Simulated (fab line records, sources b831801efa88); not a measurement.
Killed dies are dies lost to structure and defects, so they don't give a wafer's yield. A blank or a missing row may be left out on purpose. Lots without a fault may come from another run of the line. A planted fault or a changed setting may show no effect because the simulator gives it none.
Which tool did it? | flow gf180mcu | 14 lots, 41 wafers sampled, at 4 steps of a route of 602

WHAT THE GAUGES READ, wafer by wafer
GF_M1_RS_MEAS_05: measures by four-point-probe. Usual: M1_ALCU_RS 0.0694 ohm/sq, standard deviation 0.00071.
lot  | measured     | on            | M1_ALCU_RS (ohm/sq)  | flag
L693 | day 17 12:03 | film_metro-04 | 0.0700 0.0690 0.0701 |
L694 | day 17 23:43 | film_metro-03 | 0.0704 0.0700 0.0700 |
L695 | day 18 01:26 | film_metro-04 | 0.0688 0.0685 0.0694 |
L699 | day 19 03:28 | film_metro-04 | 0.0706 0.0703 0.0696 |
L698 | day 19 03:52 | film_metro-02 | 0.0679 0.0682 0.0685 |
L703 | day 20 20:28 | film_metro-02 | 0.0689 0.0693 0.0683 |
L704 | day 20 23:19 | film_metro-04 | 0.0697 0.0684 0.0693 |
L705 | day 21 07:33 | film_metro-04 | 0.0695 0.0695 0.0695 |
L706 | day 21 19:40 | film_metro-04 | 0.0683 0.0689 0.0687 |
L707 | day 22 05:40 | film_metro-03 | 0.0693 0.0693 0.0691 |
L711 | day 23 08:43 | film_metro-03 | 0.0695 0.0688 0.0692 |
L712 | day 23 10:53 | film_metro-03 | 0.0709 0.0697 0.0702 |
L713 | day 23 16:33 | film_metro-02 | 0.0683 0.0688        |
L714 | day 23 17:55 | film_metro-03 | 0.0692 0.0702 0.0692 |

GF_M1_THK_MEAS_06: measures by xrf. Usual: M1_ALCU_THK 452 nm, standard deviation 5.1.
lot  | measured     | on            | M1_ALCU_THK (nm) | flag
L693 | day 17 12:10 | film_metro-04 | 449 456 449      |
L694 | day 17 23:50 | film_metro-03 | 448 449 447      |
L695 | day 18 01:34 | film_metro-04 | 456 458 458      |
L699 | day 19 03:35 | film_metro-04 | 447 448 453      |
L698 | day 19 03:59 | film_metro-02 | 460 458 454      |
L703 | day 20 20:35 | film_metro-02 | 452 446 456      |
L704 | day 20 23:24 | film_metro-04 | 450 462 452      |
L705 | day 21 07:40 | film_metro-04 | 454 451 455      |
L706 | day 21 19:46 | film_metro-04 | 462 460 459      |
L707 | day 22 05:45 | film_metro-03 | 458 456 456      |
L711 | day 23 08:50 | film_metro-03 | 453 460 455      |
L712 | day 23 10:59 | film_metro-03 | 445 452 451      |
L713 | day 23 16:40 | film_metro-02 | 454 448          |
L714 | day 23 18:00 | film_metro-03 | 458 449 456      |

WHICH TOOL RAN EACH LOT (tool, then ch and the chambers of the sampled wafers, then the start)
lot  | GF_CONTACT_SPUTTER_23        | GF_CONTACT_CMP_27
L693 | pvd_sputter-02, day 17 11:13 | cmp-01 ch 0,2,3, day 17 11:32
L694 | pvd_sputter-01, day 17 22:52 | cmp-01 ch 1,2,3, day 17 23:17
L695 | pvd_sputter-02, day 18 00:36 | cmp-01 ch 1,2,3, day 18 00:58
L699 | pvd_sputter-02, day 19 02:28 | cmp-01 ch 0,1,2, day 19 03:06
L698 | pvd_sputter-01, day 19 03:01 | cmp-01 ch 1,2, day 19 03:20
L703 | pvd_sputter-02, day 20 19:37 | cmp-01 ch 0,2,3, day 20 19:56
L704 | pvd_sputter-01, day 20 22:25 | cmp-02 ch 1,2, day 20 22:44
L705 | pvd_sputter-01, day 21 06:43 | cmp-02 ch 0,1, day 21 07:02
L706 | pvd_sputter-03, day 21 18:48 | cmp-02 ch 0,2,3, day 21 19:16
L707 | pvd_sputter-01, day 22 04:46 | cmp-02 ch 1,2,3, day 22 05:11
L711 | pvd_sputter-02, day 23 07:52 | cmp-01 ch 1,2,3, day 23 08:17
L712 | pvd_sputter-01, day 23 10:01 | cmp-02 ch 1,2,3, day 23 10:26
L713 | pvd_sputter-01, day 23 15:43 | cmp-02 ch 0,2, day 23 16:08
L714 | pvd_sputter-01, day 23 17:02 | cmp-01 ch 1,2,3, day 23 17:29
- GF_CONTACT_SPUTTER_23: material TiN, target thk 10 nm, time 40 s.
- GF_CONTACT_CMP_27: polishes, stops on SiO2, t overpolish 15 s, target thk 0 nm.

WHAT THE TOOLS THEMSELVES READ (means of the sampled wafers that have a number; where no wafer has one, the mark that the record gives instead)
GF_CONTACT_SPUTTER_23. Usual: throttle_valve_pct 30.3 %, standard deviation 1.1.
lot  | tool           | throttle_valve_pct (%) | flag
L693 | pvd_sputter-02 | 31.4                   |
L694 | pvd_sputter-01 | 30.1                   |
L695 | pvd_sputter-02 | 31.5                   |
L699 | pvd_sputter-02 | 31.2                   |
L698 | pvd_sputter-01 | 31.2                   |
L703 | pvd_sputter-02 | 31.5                   |
L704 | pvd_sputter-01 | 29.6                   |
L705 | pvd_sputter-01 | 29.6                   |
L706 | pvd_sputter-03 | 29.6                   |
L707 | pvd_sputter-01 | 30.6                   |
L711 | pvd_sputter-02 | 31.1                   |
L712 | pvd_sputter-01 | 29.8                   |
L713 | pvd_sputter-01 | 29.8                   |
L714 | pvd_sputter-01 | 30.0                   |

GF_CONTACT_CMP_27. Usual: head_pressure_psi 3.500 psi, standard deviation 0.0072; motor_current_A 10.9 A, standard deviation 1.1; overpolish_run_s 15.002 s, standard deviation 0.0092; slurry_flow_ml_min 149.9, standard deviation 0.46; time_to_endpoint_s 75 s, standard deviation 3.5.
lot  | tool   | head_pressure_psi (psi) | motor_current_A (A) | overpolish_run_s (s) | slurry_flow_ml_min | time_to_endpoint_s (s) | flag
L693 | cmp-01 | 3.499                   | 11.1                | 15.006               | 149.6              | 76                     |
L694 | cmp-01 | 3.500                   | 11.4                | 15.003               | 150.1              | 72                     |
L695 | cmp-01 | 3.495                   | 11.3                | 14.996               | 150.3              | 74                     |
L699 | cmp-01 | 2.656                   | 9.2                 | 14.991               | 150.0              | 93                     | OFF
L698 | cmp-01 | 2.660                   | 9.9                 | 15.007               | 150.4              | 93                     | OFF
L703 | cmp-01 | 2.658                   | 9.1                 | 13.940               | 150.1              | 98                     | OFF
L704 | cmp-02 | 3.502                   | 10.9                | 15.003               | 149.2              | 74                     |
L705 | cmp-02 | 3.508                   | 10.7                | 15.006               | 149.9              | 76                     |
L706 | cmp-02 | 3.501                   | 10.9                | 14.993               | 149.5              | 83                     |
L707 | cmp-02 | 3.497                   | 10.7                | 15.002               | 149.9              | 75                     |
L711 | cmp-01 | 3.501                   | 11.2                | 15.005               | 150.1              | 74                     |
L712 | cmp-02 | 3.499                   | 10.6                | 15.000               | 150.0              | 72                     |
L713 | cmp-02 | 3.487                   | 11.8                | 14.998               | 150.2              | 76                     |
L714 | cmp-01 | 3.508                   | 11.0                | 15.008               | 149.9              | 70                     |

THE ANSWER, worked out from the rows above alone
Rule: a lot is off if the mean of its wafers that have a number lies more than 3 standard deviations from the usual mean. A lot without any number at a reading at which 4 lots or more have one is off too. The other lots that the step has rows for count as sound. The gauges are gone through in route order, then the tools' own readings, and for those a lot's mean is taken as printed above. The first step at which some lot is off is used, and at that step the reading that is off furthest; a lot without a number counts as furthest.
Off: L699, L698, L703, at GF_CONTACT_CMP_27 (head_pressure_psi).
A tool fits if, at that step or a process step before it, it ran every lot that is off, and no sound lot after the first of them. None of those tried fits.

WHAT THE SIMULATOR HAD PUT IN
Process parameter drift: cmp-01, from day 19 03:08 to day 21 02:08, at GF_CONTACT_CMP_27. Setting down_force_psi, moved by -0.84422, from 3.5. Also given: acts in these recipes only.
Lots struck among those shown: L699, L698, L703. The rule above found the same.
